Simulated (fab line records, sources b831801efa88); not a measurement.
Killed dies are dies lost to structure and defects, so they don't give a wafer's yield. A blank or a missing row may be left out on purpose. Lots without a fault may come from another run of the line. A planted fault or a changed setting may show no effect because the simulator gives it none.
Which tool did it? | flow sky130 | 6 lots, 16 wafers sampled, at 4 steps of a route of 708

WHAT THE GAUGES READ, wafer by wafer
SKY_VT_ADJUST_LVTN_TW_MEAS_10.
lot  | measured     | on            | VT_ADJUST_LVTN_TW
L575 | day 7 03:50  | film_metro-02 | 242.1 241.7 242.0
L578 | day 8 01:58  | film_metro-02 | 243.0 241.9 241.6
L584 | day 9 16:05  | film_metro-03 | 240.5 231.1
L586 | day 10 03:08 | film_metro-03 | 242.1 229.2
L592 | day 11 19:42 | film_metro-01 | 244.0 242.9 245.1
L595 | day 12 10:02 | film_metro-03 | 240.5 239.6 240.6

WHICH TOOL RAN EACH LOT (tool, then ch and the chambers of the sampled wafers, then the start)
lot  | SKY_FIELD_ISO_ETCH_15             | SKY_VT_ADJUST_HVTP_STRIP_10          | SKY_VT_ADJUST_LVTN_IMPLANT_08
L575 | rie_diel-04 ch 0,3, day 2 09:20   | plasma_asher-01 ch 0,1, day 6 08:35  | implanter-04 ch 0, day 7 03:37
L578 | rie_diel-03 ch 1,2,3, day 3 01:12 | plasma_asher-04 ch 0,1, day 7 05:46  | implanter-02 ch 0, day 8 01:43
L584 | rie_diel-04 ch 2,3, day 4 07:17   | plasma_asher-04 ch 0,1, day 8 18:13  | implanter-02 ch 0, day 9 15:52
L586 | rie_diel-04 ch 3, day 4 18:37     | plasma_asher-02 ch 0,1, day 9 05:40  | implanter-02 ch 0, day 10 02:55
L592 | rie_diel-04 ch 0,3, day 6 02:34   | plasma_asher-04 ch 0,1, day 10 20:20 | implanter-04 ch 0, day 11 19:27
L595 | rie_diel-03 ch 1,2, day 6 18:23   | plasma_asher-04 ch 0,1, day 11 10:22 | implanter-04 ch 0, day 12 09:48
- SKY_FIELD_ISO_ETCH_15: etches the open film in CHF3/O2, stops on Si, target depth 180 nm, time 72 s.
- SKY_VT_ADJUST_HVTP_STRIP_10: strips in O2/N2.
- SKY_VT_ADJUST_LVTN_IMPLANT_08

THE ANSWER, worked out from the rows above alone
Rule: what is usual is taken from the lots themselves. Put in order of their means at a reading, lots are off if they are a third of the lots or fewer, leave a main group of 4 or more, and stand apart from it by a gap of 3 or more times the standard deviation of the main group's means; of several such gaps the widest counts. A main group whose means are all the same, to the digits that the tables above print for the reading, isn't used. A lot without any number at a reading at which 4 lots or more have one is off too. The other lots that the step has rows for count as sound.
Off: L584, L586, at SKY_VT_ADJUST_LVTN_TW_MEAS_10 (VT_ADJUST_LVTN_TW). The main group: mean 242.1, standard deviation 1.3.
A tool fits if, at a process step before that reading, it ran every lot that is off, and no sound lot after the first of them. The gauges at SKY_VT_ADJUST_LVTN_TW_MEAS_10 are tried like those tools. One fits: implanter-02 at SKY_VT_ADJUST_LVTN_IMPLANT_08. Its last sound lot is L578 (day 8 01:43), its first lot that is off L584 (day 9 15:52): a fault that began between those two fits.

WHAT THE SIMULATOR HAD PUT IN
Process parameter drift: implanter-02, from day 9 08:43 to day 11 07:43, at SKY_VT_ADJUST_LVTN_IMPLANT_08. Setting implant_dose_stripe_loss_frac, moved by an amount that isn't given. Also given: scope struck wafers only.
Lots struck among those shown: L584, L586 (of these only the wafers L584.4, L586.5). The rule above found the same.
